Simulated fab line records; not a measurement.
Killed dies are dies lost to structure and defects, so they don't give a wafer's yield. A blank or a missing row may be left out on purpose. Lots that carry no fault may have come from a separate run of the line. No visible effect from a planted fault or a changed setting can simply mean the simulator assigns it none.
One fault through the eyes of 2 desks -- flow sky130 -- each desk holds nothing but its own numbers, with what lay behind them at the end

== AT THE TOOL OWNER'S DESK: rieDiel-02 ==
The tool's own readings at SKY_POLY_GATE_ETCH_15 (etches BARC in N2/H2, stops on SiO2, time 118.5 s, target depth 110 nm): means of the sampled wafers that have a number, for each lot that ran on this tool. If a lot's mean is further than 4 standard deviations from the usual mean, the lot is out of limits and carries the mark OUT (the distance appears in the brackets).
Columns: A = drypumpMotorCurrentA at SKY_POLY_GATE_ETCH_15, usual 5.6 A; B = oesProductAu at SKY_POLY_GATE_ETCH_15, usual 0.716 a.u.; C = throttleValvePct at SKY_POLY_GATE_ETCH_15, usual 13.212 %
lot,first seen here,A,B,C
L548,day 17 20:58,5.6,0.721,13.214
L550,day 18 20:19,5.5,0.714,13.214
L555,day 20 14:16,5.7,0.717,13.216
L560,day 22 07:59,5.3,0.724,13.212
L562,day 23 02:52,5.7,0.720,13.209
This desk's verdict: no lot among the 5 shows anything out of limits.

== METROLOGY DESK ==
Lot by lot, what the gauges showed, no matter which tool ran the lot: averages of those sampled wafers that carry a number. If a lot's mean is further than 4 standard deviations from the usual mean, the lot is out of limits and carries the mark OUT (the distance appears in the brackets).
Columns: A = cdNm at SKY_SONOS_TUNNEL_CD_MEAS_07, usual 410.4 nm; B = SONOS_ONO_CVD_04_THK at SKY_SONOS_ONO_THK_MEAS_05, usual 5.72 nm; C = cdNm at SKY_POLY_GATE_CD_MEAS_22, usual 149.4 nm
lot,first seen here,A,B,C
L544,day 11 10:04,409.8,5.62,148.8
L545,day 11 17:58,413.4,5.70,147.5
L546,day 11 23:33,411.1,5.69,149.5
L547,day 12 05:12,409.8,5.72,147.4
L548,day 12 16:35,405.8,5.72,151.9
L549,day 12 22:26,409.1,5.71,147.2
L550,day 13 10:12,406.9,5.58,150.7
L551,day 13 15:18,412.7,5.52,151.5
L552,day 13 21:04,411.7,5.75,151.9
L553,day 14 07:38,411.3,5.73,149.3
L555,day 14 23:29,411.5,5.80,148.3
L560,day 16 16:07,412.5,5.93,136.1 (-6.7) OUT
L562,day 17 08:31,407.6,5.59,141.1 (-4.1) OUT
L566,day 18 16:58,414.0,5.77,148.3
This desk's verdict: out of limits on L560, L562, starting with L560 at day 22 09:50 (cdNm at SKY_POLY_GATE_CD_MEAS_22). L544, L545, L546, L547, L548, L549, L550, L551, L552, L553, L555, L566: within limits.

== ALL TOGETHER ==
At day 22 09:50 the metrology desk could have sounded an alarm, on L560, L562.
Nothing out of limits was seen by the tool owner's desk.
Tool owner's desk: L560, L562 on record, inside its limits.
All the named lots went through SKY_POLY_GATE_ETCH_15 on rieDiel-02.

== WHAT THE SIMULATOR HAD PUT IN ==
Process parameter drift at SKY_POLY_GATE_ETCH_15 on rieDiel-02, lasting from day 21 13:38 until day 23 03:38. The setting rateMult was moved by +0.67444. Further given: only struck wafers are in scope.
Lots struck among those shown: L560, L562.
Per desk, hours elapsed from the start of the fault to the first reading out of limits: for the metrology desk, 20.
